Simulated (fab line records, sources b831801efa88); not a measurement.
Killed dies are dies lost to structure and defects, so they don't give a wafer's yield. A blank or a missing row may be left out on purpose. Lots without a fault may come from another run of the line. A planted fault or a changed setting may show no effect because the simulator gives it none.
Problem report in the 8D (eight disciplines) form, filled by code | flow sky130 | the parts of the form that need people (team, actions taken, sign-off) are left out

1. THE PROBLEM
run_length_s at SKY_CONTACT_SOFTBAKE_10 reads a mean of 88.37 s on 9 wafers of 3 lots; wafers without a fault read 119.18 s with a standard deviation of 0.26. That is -99 or more standard deviations from the usual mean.
The step: time 90 s.
First seen on wafer L849.2, day 35 04:00, on litho_track-02. The record holds 42 wafers of 14 lots with a number at this step. Rule for "out", or "out of limits": more than 4 standard deviations from the usual mean. The other wafers with a number count as sound.

2. WHAT IT IS AND WHAT IT IS NOT
question                    | is                                 | is not
which readings at this step | run_length_s, heater_power_total_W | -
which lots                  | L849, L851, L852                   | L838, L839, L840, L841, L842, L843, L844, L848, L855, L858, L859
which wafers of those lots  | all that have a number             | -
read on which tools         | litho_track-02                     | litho_track-01, litho_track-04
when                        | from day 35 04:00                  | up to then (24 sound wafers); but 9 sound wafers of L855, L858, L859 came after

3. SUSPECTS, AND WHAT RULES EACH OUT
Counting: a tool at a process step up to the reading stays a suspect if it ran every lot that is out and no sound lot after the first of them.
- litho_track-02 at SKY_CONTACT_SOFTBAKE_10 (time 90 s): kept. It ran every lot that is out, first L849 (day 35 04:00), and no sound lot after that; its last sound lot up to then is L843 (day 33 06:00). Its own readings are out on those wafers: heater_power_total_W, run_length_s.
Left after counting: litho_track-02 at SKY_CONTACT_SOFTBAKE_10.

4. THE CAUSE (what the simulator had put in)
Process parameter drift: litho_track-02, from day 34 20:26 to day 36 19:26, at SKY_CONTACT_SOFTBAKE_10. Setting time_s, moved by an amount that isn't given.
Counting left only this tool.

5. THE CHAIN OF EFFECTS, in route order
Each row: a reading whose mean over the struck wafers that have a number lies more than 3 standard deviations from the usual. Only readings for which the record gives a usual standard deviation are gone through. hours: the time from each lot's start at the first step in this table that gives one to its start at this step, as a median over the lots. sigmas: the change in usual standard deviations.
hours | step                    | reading              | usual    | on struck wafers | change | sigmas
0     | SKY_CONTACT_SOFTBAKE_10 | heater_power_total_W | 57.35 W  | 65.87            | +8.52  | +77
0     | SKY_CONTACT_SOFTBAKE_10 | run_length_s         | 119.18 s | 88.37            | -30.81 | -99 or more
The process steps in it:
- SKY_CONTACT_SOFTBAKE_10: time 90 s.

6. WHAT WOULD HAVE CAUGHT IT SOONER
In this record the first reading out of limits was taken at day 35 04:00, 8 hours after the fault began at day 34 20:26.
